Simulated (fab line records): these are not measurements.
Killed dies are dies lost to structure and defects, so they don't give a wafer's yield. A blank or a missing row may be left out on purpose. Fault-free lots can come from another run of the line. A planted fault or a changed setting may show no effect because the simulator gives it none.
Problem report, 8D (eight disciplines) form, completed by code | flow sky130 | the parts of the form that need people (team, actions taken, sign-off) are left out

== 1. WHAT IS WRONG ==
At SKY_METAL3_COAT_07, spin speed rpm averages 3123.8 rpm over 6 wafers from 2 lots, while fault-free wafers read 2999.8 rpm, standard deviation 2.2. That is +56 standard deviations from the usual mean.
The step: resist thk 60 nm.
Earliest sighting: wafer L115.1 on litho track-02 at day 43 18:02. At this step, 36 wafers from 12 lots have a number in the record. By rule, "out" or "out of limits" means more than 4 standard deviations away from the usual mean. Any other wafer with a number is counted as sound.

== 2. WHAT IT IS, WHAT IT ISN'T ==
question                    | is                     | is not
which readings at this step | spin speed rpm         | -
which lots                  | L115, L118             | L100, L101, L103, L104, L105, L119, L120, L997, L998, L999
which wafers of those lots  | all that have a number | -
read on which tools         | litho track-02         | litho track-03, litho track-04
when                        | from day 43 18:02      | up to then (24 sound wafers); but 6 sound wafers of L119, L120 came after

== 3. SUSPECTS, AND WHAT RULES EACH OUT ==
Counting: a tool at any process step up to the reading remains a suspect when it ran all the lots that are out and ran no sound lot after the first of those.
- pvd sputter-04 at SKY_CAPM_SPUTTER_02 (material TiN, target thk 200 nm, time 161.7 s): ruled out as a lasting fault. Sound lots L119 ran on it after its first lot that is out, L115 (day 42 06:05).
- litho track-02 at SKY_METAL3_COAT_07 (resist thk 60 nm): kept. It processed each lot that is out, first L115 at day 43 18:02, and no sound lot thereafter; up to then, the last sound lot it processed was L105 at day 40 23:37. On those wafers its own readings are out: spin speed rpm.
Left after counting: litho track-02 at SKY_METAL3_COAT_07.

== 4. THE CAUSE (what the simulator had put in) ==
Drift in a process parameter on litho track-02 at SKY_METAL3_COAT_07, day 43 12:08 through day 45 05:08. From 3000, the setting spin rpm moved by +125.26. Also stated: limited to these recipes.
The count eliminated every tool but this one.

== 5. SEQUENCE OF EFFECTS, ordered by route ==
Rows list readings where the struck wafers' mean (over those with a number) sits beyond 3 standard deviations from the usual. Only readings whose record carries a usual standard deviation are examined. hours: median over the lots of the time between each lot's start at the first step of this table that gives one and its start at this step. sigmas: the change, counted in usual standard deviations.
hours | step               | reading        | usual      | on struck wafers | change | sigmas
0     | SKY_METAL3_COAT_07 | spin speed rpm | 2999.8 rpm | 3123.8           | +124.0 | +56
Process steps it contains:
- SKY_METAL3_COAT_07: resist thk 60 nm.

== 6. WHAT WOULD HAVE CAUGHT IT SOONER ==
In this record the first reading out of limits was taken at day 43 18:02, 6 hours after the fault began at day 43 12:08.
